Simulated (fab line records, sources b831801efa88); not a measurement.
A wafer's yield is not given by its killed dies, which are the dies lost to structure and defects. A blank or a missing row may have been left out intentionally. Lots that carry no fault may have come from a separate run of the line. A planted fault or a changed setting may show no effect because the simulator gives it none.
Comparing a struck lot with a sound one | flow sky130 | 43 steps out of a route of 708
Sound: these wafers, L376.3, L376.5, L376.6. The struck wafers were L389.2, L389.4, L389.5. The cause is given at the end.
At each step with rows: each side's tool, then ch and its chambers, then its first start. Under that, the readings that differ: sound wafers | struck wafers | difference of the means | sigmas: that difference in standard deviations of wafers without a fault.
alike: readings whose means differ by less than 2 such deviations, and words and numbers that are the same on both sides. not compared: withheld readings, readings that some wafer has no value for, bounds like >300 that may hide the same value, and numbers for which the record gives no deviation and whose values overlap.
The two part at a step that has a row with sigmas, a row that says differs or no value, or rows on one side only. When numbers do not overlap yet have no deviation, they are printed without sigmas and do not part them. A reading that every wafer of one side lacks parts them only if that side has two wafers or more.

SKY_FIELD_ISO_THK_MEAS_04:
  sound on filmMetro-04 at day 2 21:58; struck on filmMetro-04 at day 5 12:29
reading                   | sound             | struck            | difference | sigmas
FIELD_ISO_CVD_03_THK (nm) | 168.9 169.7 167.8 | 165.2 163.5 164.7 | -4.3       | -3
then, 8 steps without rows for these wafers: SKY_FIELD_ISO_DEHYDRATE_05 (time 60 s); SKY_FIELD_ISO_HMDS_06 (prime time 60 s); SKY_FIELD_ISO_COAT_07 (resist thk 60 nm); SKY_FIELD_ISO_COAT_08 (resist thk 450 nm); SKY_FIELD_ISO_SOFTBAKE_09 (time 90 s); SKY_FIELD_ISO_EXPOSE_10 (exposes mask FOM, target cd 150 nm); SKY_FIELD_ISO_PEB_11; SKY_FIELD_ISO_DEVELOP_12 (develop time 60 s).
SKY_FIELD_ISO_CD_MEAS_13 targets a cd of 150 nm.
  sound on cdSem-01 at day 3 13:08; struck on cdSem-02 at day 6 06:47
  alike: cdNm
SKY_FIELD_ISO_ETCH_14: etches BARC in N2/H2, stops on SiO2, time 45.9 s, target depth 60 nm.
  sound on rieDiel-01 ch 0,1,2, day 3 13:13; struck on rieDiel-02 ch 1,2,3, day 6 06:53
  alike: drypumpMotorCurrentA, oesProductAu, throttleValvePct
  not compared: rfHoursCounterH
SKY_FIELD_ISO_ETCH_15: etches the open film in CHF3/O2, stops on Si, target depth 180 nm, time 72 s.
  sound on rieDiel-01 ch 0,1,2, day 3 13:15; struck on rieDiel-02 ch 1,2,3, day 6 06:56
reading             | sound             | struck            | difference | sigmas
oesProductAu (a.u.) | 0.958 0.969 0.953 | 0.945 0.941 0.950 | -0.015     | -2
  alike: drypumpMotorCurrentA, throttleValvePct
  not compared: rfHoursCounterH
SKY_FIELD_ISO_STRIP_16: strips in O2/N2.
  sound on plasmaAsher-02 ch 0,1, day 3 13:20; struck on plasmaAsher-01 ch 0,1, day 6 06:59
  alike: drypumpMotorCurrentA, oesProductAu, stripTimeToEndpointS
  not compared: rfHoursCounterH
SKY_FIELD_ISO_ETCH_17: etches Si in HBr/Cl2/O2, target depth 342 nm, time 97.7 s.
  sound on rieSi-01 ch 0,1, day 3 13:25; struck on rieSi-02 ch 1,2,3, day 6 07:05
  alike: drypumpMotorCurrentA, oesProductAu, throttleValvePct
  not compared: rfHoursCounterH
then, 5 steps without rows for these wafers: SKY_FIELD_ISO_WET_ETCH_18 (etches Si3N4 in H3PO4, target depth 25 nm, time 286 s); SKY_FIELD_ISO_CLEAN_19 (cleans in SC1/SC2, time 150 s); SKY_FIELD_ISO_CLEAN_20 (cleans in dHF, time 20 s); SKY_FIELD_ISO_WET_ETCH_21 (etches SiO2 in dHF, target depth 20 nm, time 400 s); SKY_FIELD_ISO_OXIDATION_22 (stabilise 600 s, purge 300 s, target thk 10 nm).
SKY_FIELD_ISO_THK_MEAS_23:
  sound on filmMetro-01 at day 3 14:59; struck on filmMetro-02 at day 6 09:38
  alike: FIELD_ISO_OXIDATION_01_THK
then, 1 step without rows for these wafers: SKY_FIELD_ISO_CVD_24 (deposits SiO2, target thk 595 nm, time 99.2 s).
SKY_FIELD_ISO_THK_MEAS_25:
  sound on filmMetro-02 at day 3 15:07; struck on filmMetro-01 at day 6 09:46
  alike: FIELD_ISO_CVD_24_THK
then, 1 step without rows for these wafers: SKY_FIELD_ISO_ANNEAL_26 (time 1800 s).
SKY_FIELD_ISO_CMP_27: polishes, stops on Si3N4, t overpolish 16 s, target thk 457.8 nm.
  sound on cmp-02 ch 0,3, day 3 16:43; struck on cmp-02 ch 0,1, day 6 12:16
reading             | sound       | struck      | difference | sigmas
timeToEndpointS (s) | 104 107 107 | 111 121 120 | +11        | +2
  alike: motorCurrentA, overpolishRunS, platenRpm
then, 5 steps without rows for these wafers: SKY_FIELD_ISO_WET_ETCH_28 (etches SiO2 in dHF, target depth 23.7 nm, time 47 s); SKY_FIELD_ISO_WET_ETCH_29 (etches Si3N4 in H3PO4, target depth 160 nm, time 1825 s); SKY_FIELD_ISO_WET_ETCH_30 (etches SiO2 in dHF, target depth 25 nm, time 50 s); SKY_NWELL_CLEAN_00 (cleans in SC1/SC2, time 150 s); SKY_NWELL_OXIDATION_01 (stabilise 600 s, purge 300 s, target thk 10 nm).
SKY_NWELL_THK_MEAS_02:
  sound on filmMetro-03 at day 3 20:03; struck on filmMetro-03 at day 6 15:02
reading                  | sound             | struck         | difference | sigmas
NWELL_OXIDATION_THK (nm) | 10.12 10.20 10.13 | 9.87 9.77 9.74 | -0.36      | -2
then, 8 steps without rows for these wafers: SKY_DNWELL_DEHYDRATE_00 (time 60 s); SKY_DNWELL_HMDS_01 (prime time 60 s); SKY_DNWELL_COAT_02 (resist thk 3000 nm); SKY_DNWELL_SOFTBAKE_03; SKY_DNWELL_EXPOSE_04 (exposes mask DNM, target cd 3000 nm); SKY_DNWELL_PEB_05; SKY_DNWELL_DEVELOP_06 (develop time 60 s); SKY_DNWELL_IMPLANT_07.
SKY_DNWELL_STRIP_08: strips in O2/N2.
  sound on plasmaAsher-01 ch 0,1, day 4 12:34; struck on plasmaAsher-01 ch 1, day 7 10:17
  alike: drypumpMotorCurrentA, oesProductAu, stripTimeToEndpointS
  not compared: rfHoursCounterH
SKY_DNWELL_TW_MEAS_09:
  sound on filmMetro-04 at day 4 12:39; struck on filmMetro-04 at day 7 10:23
  alike: DNWELL_TW
then, 2 steps without rows for these wafers: SKY_PWDE_DEHYDRATE_00 (time 60 s); SKY_PWDE_HMDS_01 (prime time 60 s).
-- the record jumps here: 43 days lie between the struck wafers' starts before and after (it left off in module PWDE and takes up again in module PAD_OPEN, whose first step shown is number 708 of the route) --
SKY_PAD_OPEN_PROBE_99:
  sound on prober-01 at day 47 14:42; struck on prober-01 at day 50 15:05
reading          | sound    | struck      | difference | sigmas
killedAtFrontEnd | 8 15 8   | 67 64 49    | +50        | +12
killedDies       | 74 81 76 | 135 147 118 | +56        | +6
killedOnRim      | 10 9 12  | 26 31 27    | +18        | +5
killedShort      | 27 37 30 | 52 48 41    | +16        | +2
  alike: killed_at_M0_to_M3, killed_at_M4_up, killedAtContacts, killedAtOther, killedOpen

WHERE THEY PART
At SKY_FIELD_ISO_THK_MEAS_04 first; at SKY_PAD_OPEN_PROBE_99 last (within this record only).

WHY: what the simulator had put in
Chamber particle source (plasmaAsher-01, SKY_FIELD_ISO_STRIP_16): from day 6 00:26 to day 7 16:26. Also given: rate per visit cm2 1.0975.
